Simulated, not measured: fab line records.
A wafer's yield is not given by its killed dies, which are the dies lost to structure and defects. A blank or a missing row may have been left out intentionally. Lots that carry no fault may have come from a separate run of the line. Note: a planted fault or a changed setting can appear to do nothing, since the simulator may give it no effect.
A lot that was struck, set against a sound lot    flow gf180mcu    15 out of 602 route steps
Sound: wafers L506.1, L506.2, L506.5. Struck: wafers L517.2, L517.3, L517.4. Last of all comes the cause.
Each step with rows lists, per side, the tool, then ch with its chambers, then its first start. Under that, the readings that differ: sound wafers    struck wafers    difference of the means    sigmas: that difference in standard deviations of wafers without a fault.
alike: readings with means less than 2 such deviations apart, plus words and numbers identical on both sides. not compared: withheld readings, readings lacking a value on some wafer, bounds such as >300 that could conceal the same value, and numbers that have no deviation in the record and whose values overlap.
The two part at a step that has a row with sigmas, a row that says differs or no value, or rows on one side only. Numbers that don't overlap but have no deviation are shown without sigmas and don't part them. Lack of a reading on every wafer of one side parts them only where that side has two or more wafers.

first, 1 step without rows for these wafers: GF_CONTACT_ETCH_17 (etches SiO2 in C4F8/O2/Ar, stops on CoSi2, target depth 860 nm).
GF_CONTACT_STRIP_18: strips in O2/N2.
  sound on plasma-asher-04 ch 0,1, day 18 10:08; struck on plasma-asher-02 ch 0,1, day 22 09:14
  alike: chamber-pressure-mTorr, drypump-motor-current-A, heater-power-w, oes-product-au
  not compared: rf-hours-counter-h
then, 3 steps without rows for these wafers: GF_CONTACT_CLEAN_19 (cleans in SPM); GF_CONTACT_CLEAN_20 (cleans in DIW); GF_CONTACT_CLEAN_21 (cleans in dHF, time 20 s).
GF_CONTACT_SPUTTER_22: material Ti, target thk 15 nm, time 80.02 s.
  sound on pvd-sputter-01 at day 18 10:26; struck on pvd-sputter-04 at day 22 09:32
  alike: cathode-dc-power-W, throttle-valve-pct
then, 1 step without rows for these wafers: GF_CONTACT_SPUTTER_23 (material TiN, target thk 10 nm, time 40 s).
GF_CONTACT_CVD_24: deposits W, target thk 300 nm, time 90.339 s.
  sound on cvd-w-02 ch 0,1, day 18 10:32; struck on cvd-w-01 ch 0,1, day 22 09:38
  alike: heater-power-w, susceptor-temp-C
GF_CONTACT_RS_MEAS_25: the measuring method here is four-point-probe.
  sound on film-metro-04 at day 18 10:38; struck on film-metro-04 at day 22 09:46
  alike: CONTACT_W_RS
GF_CONTACT_THK_MEAS_26: measures by xrf.
  sound on film-metro-04 at day 18 10:46; struck on film-metro-04 at day 22 09:52
  alike: CONTACT_W_THK
GF_CONTACT_CMP_27: polishes, stops on SiO2, t overpolish 15 s, target thk 0 nm.
  sound on cmp-02 ch 1,2, day 18 10:49; struck on cmp-01 ch 0,1,3, day 22 09:55
  alike: motor-current-A, overpolish-run-s, slurry-filter-dp-kPa, time-to-endpoint-s
GF_M1_SPUTTER_00: material Ti, target thk 37.5 nm, time 150 s.
  sound on pvd-sputter-04 at day 18 11:07; struck on pvd-sputter-01 at day 22 10:13
  alike: cathode-dc-power-W, throttle-valve-pct
GF_M1_SPUTTER_01: material TiN, target thk 30 nm, time 25 s.
  sound on pvd-sputter-04 at day 18 11:13; struck on pvd-sputter-01 at day 22 10:19
reading                                 sound                 struck                difference  sigmas
cathode-dc-power-W (W)                  6501.3 6501.0 6498.8  6300.1 6299.1 6296.2  -201.9      -99 or more
model.TiN_of_M1_SPUTTER_01.thk-nm (nm)  29.9 30.29 29.9       28.98 28.58 28.68     -1.28       
  alike: throttle-valve-pct
then, 1 step without rows for these wafers: GF_M1_SPUTTER_02 (material AlCu, target thk 450 nm, time 23.9 s).
GF_PASSIVATION_PROBE_99:
  rows exist in the record for the sound wafers here (prober-02, day 31 01:37), none for the struck ones

## WHERE THEY PART
Last at GF_PASSIVATION_PROBE_99 as far as this record goes, first at GF_M1_SPUTTER_01.

WHY: what the simulator had put in
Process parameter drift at GF_M1_SPUTTER_01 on pvd-sputter-01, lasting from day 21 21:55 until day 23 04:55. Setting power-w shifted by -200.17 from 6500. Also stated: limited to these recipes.
